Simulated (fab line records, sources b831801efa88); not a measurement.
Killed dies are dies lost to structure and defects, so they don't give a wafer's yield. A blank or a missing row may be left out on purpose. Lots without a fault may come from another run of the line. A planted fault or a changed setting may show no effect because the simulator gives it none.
Which tool did it? | flow sky130 | 11 lots, 33 wafers sampled, at 2 steps of a route of 708

WHAT THE GAUGES READ, wafer by wafer
SKY_VIA4_BOW_MEAS_03. Usual: VIA4_BOW 82 um, standard deviation 8.2.
lot  | measured     | on            | VIA4_BOW (um) | flag
L881 | day 41 13:50 | film_metro-04 | 91 95 99      |
L883 | day 42 11:27 | film_metro-02 | 86 87 85      |
L884 | day 42 17:37 | film_metro-03 | 79 81 82      |
L885 | day 43 00:54 | film_metro-04 | 84 71 75      |
L886 | day 43 01:38 | film_metro-03 | 84 76 71      |
L888 | day 44 02:30 | film_metro-02 | 89 82 65      |
L890 | day 44 10:43 | film_metro-02 | 83 90 72      |
L891 | day 44 13:40 | film_metro-02 | 75 82 95      |
L894 | day 45 10:22 | film_metro-02 | 83 91 85      |
L895 | day 45 13:06 | film_metro-04 | 64 78 69      |
L904 | day 47 15:59 | film_metro-03 | 91 100 91     |

WHICH TOOL RAN EACH LOT (tool, then ch and the chambers of the sampled wafers, then the start)
lot  | SKY_METAL1_SPUTTER_00
L881 | pvd_sputter-03, day 31 10:01
L883 | pvd_sputter-03, day 32 09:53
L884 | pvd_sputter-02, day 32 16:47
L885 | pvd_sputter-04, day 33 01:41
L886 | pvd_sputter-02, day 33 04:26
L888 | pvd_sputter-03, day 34 06:59
L890 | pvd_sputter-04, day 34 17:26
L891 | pvd_sputter-04, day 34 20:56
L894 | pvd_sputter-04, day 35 18:53
L895 | pvd_sputter-04, day 36 01:24
L904 | pvd_sputter-03, day 38 13:16
- SKY_METAL1_SPUTTER_00: material Ti, target thk 15 nm, time 10 s.

WHAT THE TOOLS THEMSELVES READ (means of the sampled wafers that have a number; where no wafer has one, the mark that the record gives instead)
SKY_METAL1_SPUTTER_00. Usual: throttle_valve_pct 29.6 %, standard deviation 0.66.
lot  | tool           | throttle_valve_pct (%) | flag
L881 | pvd_sputter-03 | 29.6                   |
L883 | pvd_sputter-03 | 29.5                   |
L884 | pvd_sputter-02 | 29.7                   |
L885 | pvd_sputter-04 | 29.4                   |
L886 | pvd_sputter-02 | 29.6                   |
L888 | pvd_sputter-03 | 29.1                   |
L890 | pvd_sputter-04 | 29.7                   |
L891 | pvd_sputter-04 | 29.4                   |
L894 | pvd_sputter-04 | 30.1                   |
L895 | pvd_sputter-04 | 29.1                   |
L904 | pvd_sputter-03 | 29.0                   |

THE ANSWER, worked out from the rows above alone
Rule: a lot is off if the mean of its wafers that have a number lies more than 3 standard deviations from the usual mean. A lot without any number at a reading at which 4 lots or more have one is off too. The other lots that the step has rows for count as sound. The gauges are gone through in route order, then the tools' own readings, and for those a lot's mean is taken as printed above. The first step at which some lot is off is used, and at that step the reading that is off furthest; a lot without a number counts as furthest.
No lot is off at any reading shown: from this, nothing can be told.

WHAT THE SIMULATOR HAD PUT IN
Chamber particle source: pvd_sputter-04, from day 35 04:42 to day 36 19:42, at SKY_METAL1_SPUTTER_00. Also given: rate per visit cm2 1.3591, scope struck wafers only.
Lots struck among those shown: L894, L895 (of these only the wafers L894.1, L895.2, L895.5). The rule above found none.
